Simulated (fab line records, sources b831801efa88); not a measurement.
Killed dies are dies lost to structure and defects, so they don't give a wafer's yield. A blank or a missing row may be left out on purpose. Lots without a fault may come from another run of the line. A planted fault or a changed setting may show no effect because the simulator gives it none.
Problem report in the 8D (eight disciplines) form, filled by code | flow gf180mcu | the parts of the form that need people (team, actions taken, sign-off) are left out

1. THE PROBLEM
NWELL_OVL at GF_NWELL_OVL_MEAS_07 reads a mean of -99.4 nm on 6 wafers of 2 lots; wafers without a fault read 0.9 nm with a standard deviation of 1.4. That is -72 standard deviations from the usual mean.
First seen on wafer L327.1, day 8 01:31, on overlay-02. The record holds 39 wafers of 13 lots with a number at this step. Rule for "out", or "out of limits": more than 4 standard deviations from the usual mean. The other wafers with a number count as sound.

2. WHAT IT IS AND WHAT IT IS NOT
question                    | is                     | is not
which readings at this step | NWELL_OVL              | -
which lots                  | L327, L328             | L306, L309, L310, L311, L313, L315, L316, L318, L320, L322, L329
which wafers of those lots  | all that have a number | -
read on which gauges        | overlay-01, overlay-02 | -
when                        | from day 8 01:31       | up to then (30 sound wafers); but 3 sound wafers of L329 came after

3. SUSPECTS, AND WHAT RULES EACH OUT
Counting: a tool at a process step up to the reading stays a suspect if it ran every lot that is out and no sound lot after the first of them.
- the gauge at GF_NWELL_OVL_MEAS_07: ruled out. The wafers that are out were read on 2 gauges (overlay-01, overlay-02).
- iline_stepper-02 at GF_NWELL_EXPOSE_04 (exposes mask Nwell, target cd 860 nm): kept. It ran every lot that is out, first L327 (day 7 17:13), and no sound lot after that; its last sound lot up to then is L316 (day 5 07:22).
Left after counting: iline_stepper-02 at GF_NWELL_EXPOSE_04.

4. THE CAUSE (what the simulator had put in)
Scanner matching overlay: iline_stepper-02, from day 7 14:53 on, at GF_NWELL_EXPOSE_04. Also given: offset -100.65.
Counting left only this tool.

5. THE CHAIN OF EFFECTS, in route order
Each row: a reading whose mean over the struck wafers that have a number lies more than 3 standard deviations from the usual. Only readings for which the record gives a usual standard deviation are gone through. hours: the time from each lot's start at the first step in this table that gives one to its start at this step, as a median over the lots. sigmas: the change in usual standard deviations.
hours | step                 | reading   | usual  | on struck wafers | change | sigmas
0     | GF_NWELL_OVL_MEAS_07 | NWELL_OVL | 0.9 nm | -99.4            | -100.3 | -72
Later measuring or inspecting steps at which every struck wafer that the step has a row for has a number for every such reading, and none has moved that far: GF_MVPSD_OVL_MEAS_07.

6. WHAT WOULD HAVE CAUGHT IT SOONER
In this record the first reading out of limits at a measuring or inspecting step was taken at day 8 01:31, 11 hours after the fault began at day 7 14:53.
Of the tool readings at GF_NWELL_EXPOSE_04 for which the record gives a usual standard deviation, none was out on any struck wafer, so an alarm limit of 4 standard deviations on them would not have fired.
All the lots that are out (2) had begun GF_NWELL_EXPOSE_04 on iline_stepper-02 by day 8 01:31. A hold on the tool at that time would have spared none of them.
